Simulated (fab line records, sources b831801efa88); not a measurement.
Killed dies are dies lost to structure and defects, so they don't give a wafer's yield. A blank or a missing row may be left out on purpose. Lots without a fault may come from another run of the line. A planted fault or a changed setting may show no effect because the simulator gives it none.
A sampling plan put to the test | flow gf180mcu | one fab line, 53 faults that these records tell of, each judged on the records of the lots that it struck
The plan is the line's own looks: the steps of the route at which a gauge or an inspection reads the wafer and doesn't change it. A look can be judged if struck wafers have a number there and the file gives its usual mean and standard deviation on fault-free wafers. Caught: at a look after the fault's first step, the mean of the struck wafers lies 4 or more of those standard deviations (sigma) from the usual mean. On the tool: the same test on the tool's own readings at the fault's steps. Another recipe on the struck wafers, or a record that is blank for them alone, also counts as caught.

THE FAULTS, as the simulator had put them in
1. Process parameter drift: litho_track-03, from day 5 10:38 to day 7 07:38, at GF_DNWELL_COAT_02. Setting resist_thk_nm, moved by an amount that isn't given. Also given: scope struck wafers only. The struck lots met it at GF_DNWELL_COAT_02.
2. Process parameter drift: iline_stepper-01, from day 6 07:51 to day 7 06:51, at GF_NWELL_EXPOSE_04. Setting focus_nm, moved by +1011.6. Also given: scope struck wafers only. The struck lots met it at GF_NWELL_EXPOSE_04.
3. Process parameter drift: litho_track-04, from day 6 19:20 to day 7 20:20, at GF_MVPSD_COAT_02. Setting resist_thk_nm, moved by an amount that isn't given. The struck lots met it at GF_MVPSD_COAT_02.
4. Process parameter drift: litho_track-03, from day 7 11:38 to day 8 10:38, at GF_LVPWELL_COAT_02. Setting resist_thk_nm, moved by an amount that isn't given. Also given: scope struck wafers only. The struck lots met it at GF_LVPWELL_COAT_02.
5. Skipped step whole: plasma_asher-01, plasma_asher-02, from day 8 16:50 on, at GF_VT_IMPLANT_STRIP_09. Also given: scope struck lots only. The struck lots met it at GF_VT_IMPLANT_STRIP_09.
6. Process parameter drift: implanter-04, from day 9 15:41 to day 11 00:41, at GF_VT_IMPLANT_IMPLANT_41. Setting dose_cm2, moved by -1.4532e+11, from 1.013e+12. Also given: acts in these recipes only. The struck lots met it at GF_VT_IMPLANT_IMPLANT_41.
7. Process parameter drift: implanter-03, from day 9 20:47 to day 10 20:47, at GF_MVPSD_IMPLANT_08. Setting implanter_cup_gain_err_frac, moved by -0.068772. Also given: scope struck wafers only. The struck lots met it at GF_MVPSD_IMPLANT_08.
8. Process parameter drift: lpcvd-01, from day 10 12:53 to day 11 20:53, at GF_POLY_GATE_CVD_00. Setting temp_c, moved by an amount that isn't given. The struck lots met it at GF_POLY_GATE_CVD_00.
9. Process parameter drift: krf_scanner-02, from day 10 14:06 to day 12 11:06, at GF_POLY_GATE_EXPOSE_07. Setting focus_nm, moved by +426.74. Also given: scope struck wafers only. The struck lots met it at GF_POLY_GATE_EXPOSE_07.
10. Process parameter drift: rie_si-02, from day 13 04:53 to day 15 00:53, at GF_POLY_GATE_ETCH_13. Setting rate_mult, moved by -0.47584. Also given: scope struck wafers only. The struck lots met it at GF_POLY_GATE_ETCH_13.
11. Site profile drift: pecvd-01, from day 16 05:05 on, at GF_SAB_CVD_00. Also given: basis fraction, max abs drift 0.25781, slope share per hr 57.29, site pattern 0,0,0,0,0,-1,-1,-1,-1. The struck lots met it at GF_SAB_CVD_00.
12. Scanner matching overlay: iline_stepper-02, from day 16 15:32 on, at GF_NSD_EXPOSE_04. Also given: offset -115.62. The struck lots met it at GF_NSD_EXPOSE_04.
13. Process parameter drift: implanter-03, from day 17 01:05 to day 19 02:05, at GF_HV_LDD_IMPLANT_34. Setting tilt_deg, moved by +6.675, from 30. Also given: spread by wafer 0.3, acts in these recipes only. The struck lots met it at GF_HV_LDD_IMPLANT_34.
14. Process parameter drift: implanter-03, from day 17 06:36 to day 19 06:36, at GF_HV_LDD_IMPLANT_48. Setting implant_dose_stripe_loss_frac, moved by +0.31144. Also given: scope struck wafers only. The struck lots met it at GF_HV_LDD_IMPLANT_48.
15. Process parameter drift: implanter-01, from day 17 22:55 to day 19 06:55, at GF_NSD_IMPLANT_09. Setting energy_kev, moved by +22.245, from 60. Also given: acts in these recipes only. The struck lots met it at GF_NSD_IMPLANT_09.
16. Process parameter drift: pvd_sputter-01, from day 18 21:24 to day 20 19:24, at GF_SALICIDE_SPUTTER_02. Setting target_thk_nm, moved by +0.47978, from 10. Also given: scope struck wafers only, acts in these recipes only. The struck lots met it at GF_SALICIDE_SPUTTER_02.
17. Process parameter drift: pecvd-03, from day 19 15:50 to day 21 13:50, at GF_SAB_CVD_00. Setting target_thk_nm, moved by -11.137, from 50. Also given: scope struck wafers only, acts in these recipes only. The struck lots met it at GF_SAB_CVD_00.
18. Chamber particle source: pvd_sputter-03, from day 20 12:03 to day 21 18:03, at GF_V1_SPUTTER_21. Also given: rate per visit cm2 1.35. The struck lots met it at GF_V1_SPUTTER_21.
19. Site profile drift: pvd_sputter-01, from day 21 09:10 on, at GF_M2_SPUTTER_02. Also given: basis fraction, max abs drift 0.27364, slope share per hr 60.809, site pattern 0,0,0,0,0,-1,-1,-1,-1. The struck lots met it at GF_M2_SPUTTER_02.
20. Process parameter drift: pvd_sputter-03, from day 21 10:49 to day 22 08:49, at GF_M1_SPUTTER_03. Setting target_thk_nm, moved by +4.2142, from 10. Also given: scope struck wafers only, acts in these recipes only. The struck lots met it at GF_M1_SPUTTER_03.
21. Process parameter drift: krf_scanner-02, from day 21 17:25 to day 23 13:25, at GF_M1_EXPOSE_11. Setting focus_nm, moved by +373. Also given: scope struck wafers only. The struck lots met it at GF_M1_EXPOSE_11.
22. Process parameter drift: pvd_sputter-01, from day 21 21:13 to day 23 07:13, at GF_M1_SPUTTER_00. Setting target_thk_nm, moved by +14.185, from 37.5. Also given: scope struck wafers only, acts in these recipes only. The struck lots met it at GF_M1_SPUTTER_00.
23. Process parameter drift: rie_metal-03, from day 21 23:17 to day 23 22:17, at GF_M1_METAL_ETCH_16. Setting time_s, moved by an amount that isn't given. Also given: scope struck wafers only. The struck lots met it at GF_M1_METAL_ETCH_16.
24. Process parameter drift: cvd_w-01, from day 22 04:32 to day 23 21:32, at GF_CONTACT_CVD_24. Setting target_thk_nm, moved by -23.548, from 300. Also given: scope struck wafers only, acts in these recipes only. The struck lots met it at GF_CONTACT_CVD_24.
25. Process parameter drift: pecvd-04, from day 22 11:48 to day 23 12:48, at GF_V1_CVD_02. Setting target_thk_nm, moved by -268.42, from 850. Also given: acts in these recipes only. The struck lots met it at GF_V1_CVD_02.
26. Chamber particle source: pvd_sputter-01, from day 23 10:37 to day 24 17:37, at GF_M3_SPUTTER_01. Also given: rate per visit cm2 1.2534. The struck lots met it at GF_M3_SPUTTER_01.
27. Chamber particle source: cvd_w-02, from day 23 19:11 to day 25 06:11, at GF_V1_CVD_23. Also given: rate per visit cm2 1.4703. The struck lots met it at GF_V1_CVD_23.
28. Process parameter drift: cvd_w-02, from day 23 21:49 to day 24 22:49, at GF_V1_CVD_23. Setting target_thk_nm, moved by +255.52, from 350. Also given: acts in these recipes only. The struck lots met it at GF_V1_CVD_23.
29. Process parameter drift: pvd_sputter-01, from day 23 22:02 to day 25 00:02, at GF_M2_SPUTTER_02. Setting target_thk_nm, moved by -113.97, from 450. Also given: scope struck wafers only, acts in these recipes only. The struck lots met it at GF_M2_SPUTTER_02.
30. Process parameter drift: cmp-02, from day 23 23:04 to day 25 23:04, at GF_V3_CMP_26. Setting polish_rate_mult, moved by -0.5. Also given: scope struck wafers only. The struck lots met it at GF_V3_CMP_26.
31. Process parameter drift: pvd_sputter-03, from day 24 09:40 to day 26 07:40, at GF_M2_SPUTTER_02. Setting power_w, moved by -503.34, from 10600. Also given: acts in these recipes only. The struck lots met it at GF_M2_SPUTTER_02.
32. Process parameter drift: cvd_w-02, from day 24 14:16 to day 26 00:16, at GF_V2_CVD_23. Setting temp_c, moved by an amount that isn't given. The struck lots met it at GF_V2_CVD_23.
33. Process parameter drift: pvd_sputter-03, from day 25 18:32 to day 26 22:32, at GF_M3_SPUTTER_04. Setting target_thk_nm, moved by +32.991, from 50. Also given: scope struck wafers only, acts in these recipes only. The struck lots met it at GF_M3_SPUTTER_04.
34. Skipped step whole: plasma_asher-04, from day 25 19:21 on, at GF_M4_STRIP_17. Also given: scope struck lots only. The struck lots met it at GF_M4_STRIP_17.
35. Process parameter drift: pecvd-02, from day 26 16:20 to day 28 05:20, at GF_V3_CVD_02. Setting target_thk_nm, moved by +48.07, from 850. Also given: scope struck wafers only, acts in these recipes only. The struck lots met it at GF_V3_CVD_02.
36. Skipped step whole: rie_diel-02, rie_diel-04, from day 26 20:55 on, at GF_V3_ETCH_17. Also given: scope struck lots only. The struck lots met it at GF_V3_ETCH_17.
37. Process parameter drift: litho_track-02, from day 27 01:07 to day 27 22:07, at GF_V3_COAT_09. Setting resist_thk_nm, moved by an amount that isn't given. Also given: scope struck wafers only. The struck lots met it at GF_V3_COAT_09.
38. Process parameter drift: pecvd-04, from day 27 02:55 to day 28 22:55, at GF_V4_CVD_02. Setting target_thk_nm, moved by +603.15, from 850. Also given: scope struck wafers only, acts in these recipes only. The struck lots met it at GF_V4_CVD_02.
39. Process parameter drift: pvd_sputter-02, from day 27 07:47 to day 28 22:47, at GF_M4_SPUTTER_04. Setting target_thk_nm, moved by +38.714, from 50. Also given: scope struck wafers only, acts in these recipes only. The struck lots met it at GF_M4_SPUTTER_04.
40. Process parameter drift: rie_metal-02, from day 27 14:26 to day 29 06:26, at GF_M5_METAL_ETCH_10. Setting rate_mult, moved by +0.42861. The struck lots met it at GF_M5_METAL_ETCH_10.
41. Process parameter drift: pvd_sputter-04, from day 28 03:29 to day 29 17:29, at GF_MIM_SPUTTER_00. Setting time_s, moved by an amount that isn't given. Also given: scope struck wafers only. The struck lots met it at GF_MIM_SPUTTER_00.
42. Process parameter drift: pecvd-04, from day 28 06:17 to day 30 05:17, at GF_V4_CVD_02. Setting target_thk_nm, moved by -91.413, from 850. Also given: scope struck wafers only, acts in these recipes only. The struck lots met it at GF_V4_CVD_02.
43. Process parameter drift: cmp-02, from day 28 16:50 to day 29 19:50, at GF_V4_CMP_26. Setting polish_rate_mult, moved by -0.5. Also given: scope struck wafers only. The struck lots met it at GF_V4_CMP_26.
44. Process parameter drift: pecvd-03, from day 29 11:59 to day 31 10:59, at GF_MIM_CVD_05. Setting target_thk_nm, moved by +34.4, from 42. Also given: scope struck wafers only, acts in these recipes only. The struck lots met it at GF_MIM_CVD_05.
45. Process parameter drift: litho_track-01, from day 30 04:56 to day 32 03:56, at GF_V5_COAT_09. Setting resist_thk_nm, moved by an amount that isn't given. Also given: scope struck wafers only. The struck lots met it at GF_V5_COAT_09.
46. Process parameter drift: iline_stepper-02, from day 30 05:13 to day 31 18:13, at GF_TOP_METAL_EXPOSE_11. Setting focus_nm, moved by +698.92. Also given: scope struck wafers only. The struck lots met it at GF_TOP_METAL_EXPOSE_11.
47. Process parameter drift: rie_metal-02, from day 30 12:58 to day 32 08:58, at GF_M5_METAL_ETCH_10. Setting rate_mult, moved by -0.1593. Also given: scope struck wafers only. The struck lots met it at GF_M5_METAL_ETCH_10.
48. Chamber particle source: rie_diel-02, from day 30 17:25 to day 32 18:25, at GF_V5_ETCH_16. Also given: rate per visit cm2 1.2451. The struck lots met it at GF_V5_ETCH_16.
49. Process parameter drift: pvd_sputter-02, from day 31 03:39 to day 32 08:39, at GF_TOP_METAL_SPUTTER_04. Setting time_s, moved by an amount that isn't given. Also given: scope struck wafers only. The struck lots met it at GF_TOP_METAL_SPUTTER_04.
50. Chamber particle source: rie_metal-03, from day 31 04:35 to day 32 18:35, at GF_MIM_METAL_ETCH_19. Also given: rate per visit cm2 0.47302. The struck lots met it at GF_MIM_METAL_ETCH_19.
51. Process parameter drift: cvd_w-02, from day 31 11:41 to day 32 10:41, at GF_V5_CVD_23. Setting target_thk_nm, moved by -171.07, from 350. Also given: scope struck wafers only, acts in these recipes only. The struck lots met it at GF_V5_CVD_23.
52. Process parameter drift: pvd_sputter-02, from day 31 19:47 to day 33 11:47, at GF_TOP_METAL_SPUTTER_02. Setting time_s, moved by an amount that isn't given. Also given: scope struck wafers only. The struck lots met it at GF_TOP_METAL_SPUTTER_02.
53. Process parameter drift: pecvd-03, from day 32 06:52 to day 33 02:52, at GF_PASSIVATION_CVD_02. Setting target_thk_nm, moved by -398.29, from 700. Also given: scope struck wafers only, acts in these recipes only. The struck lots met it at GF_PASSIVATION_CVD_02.

WHAT THE PLAN SAW
fault | on the tool itself                               | first look that catches it                      | reading, sigma                                      | median hours from its first step to that look | hours from the fault's start to the first struck lot there | judged looks passed uncaught
1     | no reading that can be judged                    | no look after it can be judged                  | -                                                   | -                                             | -                                                          | 0
2     | under 2 sigma                                    | none of the 5 looks that can be judged after it | -                                                   | -                                             | -                                                          | 5
3     | under 2 sigma                                    | not the one look that can be judged after it    | -                                                   | -                                             | -                                                          | 1
4     | no reading that can be judged                    | none of the 2 looks that can be judged after it | -                                                   | -                                             | -                                                          | 2
5     | the tool's record is blank for the struck wafers | GF_VT_IMPLANT_TW_MEAS_21                        | VT_IMPLANT_2_TW -85                                 | 17.3                                          | 22                                                         | 0
6     | dose_ions_cm2 -99 or beyond sigma                | GF_VT_IMPLANT_TW_MEAS_43                        | VT_IMPLANT_4_TW -4.2                                | 0.2                                           | 11                                                         | 0
7     | beam_on_s +5.4 sigma                             | GF_VT_IMPLANT_RS_MEAS_49                        | MVPSD_RS -15                                        | 75.2                                          | 78                                                         | 0
8     | susceptor_temp_C +62 sigma                       | GF_POLY_GATE_THK_MEAS_01                        | POLY_GATE_CVD_00_THK +56                            | 1.3                                           | 6                                                          | 0
9     | no reading that can be judged                    | GF_POLY_GATE_CD_MEAS_10                         | cd_nm -42                                           | 9.0                                           | 22                                                         | 0
10    | oes_product_au -34 sigma                         | no look after it can be judged                  | -                                                   | -                                             | -                                                          | 0
11    | under 2 sigma                                    | GF_SAB_THK_MEAS_01                              | SAB_CVD_00_THK -8.8                                 | 0.0                                           | 21                                                         | 0
12    | under 2 sigma                                    | GF_NSD_OVL_MEAS_08                              | NSD_OVL -89                                         | 11.5                                          | 22                                                         | 0
13    | under 2 sigma                                    | GF_HV_LDD_RS_MEAS_53                            | HV_LDD_RS -8.9                                      | 24.1                                          | 30                                                         | 4
14    | under 2 sigma                                    | none of the 7 looks that can be judged after it | -                                                   | -                                             | -                                                          | 7
15    | beam_energy_keV +99 or beyond sigma              | GF_NSD_TW_MEAS_12                               | NSD_TW +6.0                                         | 0.4                                           | 9                                                          | 0
16    | under 2 sigma                                    | no look after it can be judged                  | -                                                   | -                                             | -                                                          | 0
17    | under 2 sigma                                    | GF_SAB_THK_MEAS_01                              | SAB_CVD_00_THK -16                                  | 0.0                                           | 8                                                          | 0
18    | under 2 sigma                                    | no look after it can be judged                  | -                                                   | -                                             | -                                                          | 0
19    | under 2 sigma                                    | GF_M2_RS_MEAS_05                                | M2_ALCU_RS +11                                      | 0.1                                           | 1                                                          | 0
20    | under 2 sigma                                    | no look after it can be judged                  | -                                                   | -                                             | -                                                          | 0
21    | under 2 sigma                                    | GF_M1_CD_MEAS_14                                | cd_nm -35                                           | 12.2                                          | 24                                                         | 0
22    | under 2 sigma                                    | no look after it can be judged                  | -                                                   | -                                             | -                                                          | 0
23    | run_length_s -39 sigma                           | no look after it can be judged                  | -                                                   | -                                             | -                                                          | 0
24    | under 2 sigma                                    | GF_CONTACT_RS_MEAS_25                           | CONTACT_W_RS +5.9                                   | 0.1                                           | 25                                                         | 0
25    | under 2 sigma                                    | GF_V1_THK_MEAS_03                               | V1_CVD_02_THK -21                                   | 0.1                                           | 6                                                          | 0
26    | under 2 sigma                                    | no look after it can be judged                  | -                                                   | -                                             | -                                                          | 0
27    | under 2 sigma                                    | no look after it can be judged                  | -                                                   | -                                             | -                                                          | 0
28    | under 2 sigma                                    | GF_V1_RS_MEAS_24                                | V1_W_RS -32                                         | 0.1                                           | 2                                                          | 0
29    | under 2 sigma                                    | GF_M2_RS_MEAS_05                                | M2_ALCU_RS +26                                      | 0.1                                           | 3                                                          | 0
30    | overpolish_run_s -99 or beyond sigma             | no look after it can be judged                  | -                                                   | -                                             | -                                                          | 0
31    | cathode_dc_power_W -99 or beyond sigma           | none of the 2 looks that can be judged after it | strongest: M2_ALCU_RS at GF_M2_RS_MEAS_05, +3.9     | -                                             | -                                                          | 2
32    | susceptor_temp_C +79 sigma                       | GF_V2_RS_MEAS_24                                | V2_W_RS -25                                         | 0.1                                           | 16                                                         | 0
33    | under 2 sigma                                    | GF_M3_THK_MEAS_06                               | M3_ALCU_THK -5.9                                    | 0.2                                           | 1                                                          | 1
34    | no reading that can be judged                    | no look after it can be judged                  | -                                                   | -                                             | -                                                          | 0
35    | under 2 sigma                                    | not the one look that can be judged after it    | strongest: V3_CVD_02_THK at GF_V3_THK_MEAS_03, +3.2 | -                                             | -                                                          | 1
36    | the tool's record is blank for the struck wafers | no look after it can be judged                  | -                                                   | -                                             | -                                                          | 0
37    | no reading that can be judged                    | not the one look that can be judged after it    | -                                                   | -                                             | -                                                          | 1
38    | under 2 sigma                                    | GF_V4_THK_MEAS_03                               | V4_CVD_02_THK +50                                   | 0.1                                           | 20                                                         | 0
39    | under 2 sigma                                    | GF_M4_THK_MEAS_06                               | M4_ALCU_THK -5.0                                    | 0.2                                           | 5                                                          | 1
40    | under 2 sigma                                    | no look after it can be judged                  | -                                                   | -                                             | -                                                          | 0
41    | under 2 sigma                                    | no look after it can be judged                  | -                                                   | -                                             | -                                                          | 0
42    | under 2 sigma                                    | GF_V4_THK_MEAS_03                               | V4_CVD_02_THK -6.6                                  | 0.1                                           | 7                                                          | 0
43    | overpolish_run_s -99 or beyond sigma             | no look after it can be judged                  | -                                                   | -                                             | -                                                          | 0
44    | under 2 sigma                                    | GF_MIM_THK_MEAS_06                              | MIM_CVD_05_THK +54                                  | 0.1                                           | 1                                                          | 0
45    | under 2 sigma                                    | GF_V5_CD_MEAS_14                                | cd_nm -9.2                                          | 8.0                                           | 41                                                         | 0
46    | under 2 sigma                                    | GF_TOP_METAL_CD_MEAS_14                         | cd_nm -23                                           | 8.5                                           | 10                                                         | 0
47    | oes_product_au -9.8 sigma                        | no look after it can be judged                  | -                                                   | -                                             | -                                                          | 0
48    | under 2 sigma                                    | none of the 6 looks that can be judged after it | -                                                   | -                                             | -                                                          | 6
49    | under 2 sigma                                    | none of the 4 looks that can be judged after it | -                                                   | -                                             | -                                                          | 4
50    | under 2 sigma                                    | none of the 5 looks that can be judged after it | -                                                   | -                                             | -                                                          | 5
51    | under 2 sigma                                    | GF_V5_RS_MEAS_24                                | V5_W_RS +86                                         | 0.1                                           | 6                                                          | 0
52    | under 2 sigma                                    | GF_TOP_METAL_RS_MEAS_05                         | TOP_METAL_ALCU_RS +8.0                              | 0.1                                           | 1                                                          | 0
53    | under 2 sigma                                    | GF_PASSIVATION_THK_MEAS_03                      | PASSIVATION_CVD_02_THK -36                          | 0.3                                           | 11                                                         | 0
A dash: the fault isn't caught, or these records don't give the number.

Caught at a look: 27 of 53. Caught on the tool: 13 of 53. By one or the other: 34 of 53.
Caught on the tool alone: faults 10, 23, 30, 31, 36, 43, 47.
Caught at a look alone: faults 9, 11, 12, 13, 17, 19, 21, 24, 25, 28, 29, 33, 38, 39, 42, 44, 45, 46, 51, 52, 53.
Caught by neither: faults 1, 2, 3, 4, 14, 16, 18, 20, 22, 26, 27, 34, 35, 37, 40, 41, 48, 49, 50.

THINNER SAMPLING
If the look that catches a fault measured only every second or every third lot, by lot number, the first struck lot would be measured this late in the worst case:
fault | struck lots at that look, in order of time | every lot | every second lot | every third lot
5     | L129, L130, L131                           | 22 h      | 26 h             | 28 h
6     | L236, L237                                 | 11 h      | 25 h             | may miss all 2
7     | L223, L225                                 | 78 h      | may miss all 2   | may miss all 2
8     | L962, L963                                 | 6 h       | 14 h             | may miss all 2
9     | L453, L454, L455                           | 22 h      | 31 h             | 54 h
11    | L933, L937                                 | 21 h      | may miss all 2   | may miss all 2
12    | L218, L220                                 | 22 h      | may miss all 2   | may miss all 2
13    | L670                                       | 30 h      | may miss it      | may miss it
15    | L198, L199                                 | 9 h       | 14 h             | may miss all 2
17    | L165, L169, L170                           | 8 h       | 36 h             | 36 h
19    | L104, L106                                 | 1 h       | may miss all 2   | may miss all 2
21    | L182, L184                                 | 24 h      | may miss all 2   | may miss all 2
24    | L170                                       | 25 h      | may miss it      | may miss it
25    | L160, L164                                 | 6 h       | may miss all 2   | may miss all 2
28    | L153, L152                                 | 2 h       | 4 h              | may miss all 2
29    | L935                                       | 3 h       | may miss it      | may miss it
32    | L543, L545                                 | 16 h      | may miss all 2   | may miss all 2
33    | L396                                       | 1 h       | may miss it      | may miss it
38    | L404, L407, L409                           | 20 h      | 34 h             | may miss all 3
39    | L749, L751, L754                           | 5 h       | 32 h             | may miss all 3
42    | L197, L199, L201                           | 7 h       | may miss all 3   | 30 h
44    | L568, L567, L570                           | 1 h       | 3 h              | may miss all 3
45    | L959                                       | 41 h      | may miss it      | may miss it
46    | L756, L757                                 | 10 h      | 20 h             | may miss all 2
51    | L883, L882                                 | 6 h       | 7 h              | may miss all 2
52    | L550                                       | 1 h       | may miss it      | may miss it
53    | L562                                       | 11 h      | may miss it      | may miss it
Hours are from the fault's start to the first struck lot that is measured. The limit of 4 sigma was tested on all struck wafers together, so one lot alone may lie under it. Other struck lots may not be in these records.

THE LONGEST TIMED WAY FROM STEP TO LOOK
Fault 7: a median of 75.2 hours passes between GF_MVPSD_IMPLANT_08 and GF_VT_IMPLANT_RS_MEAS_49. No look between them can be judged.
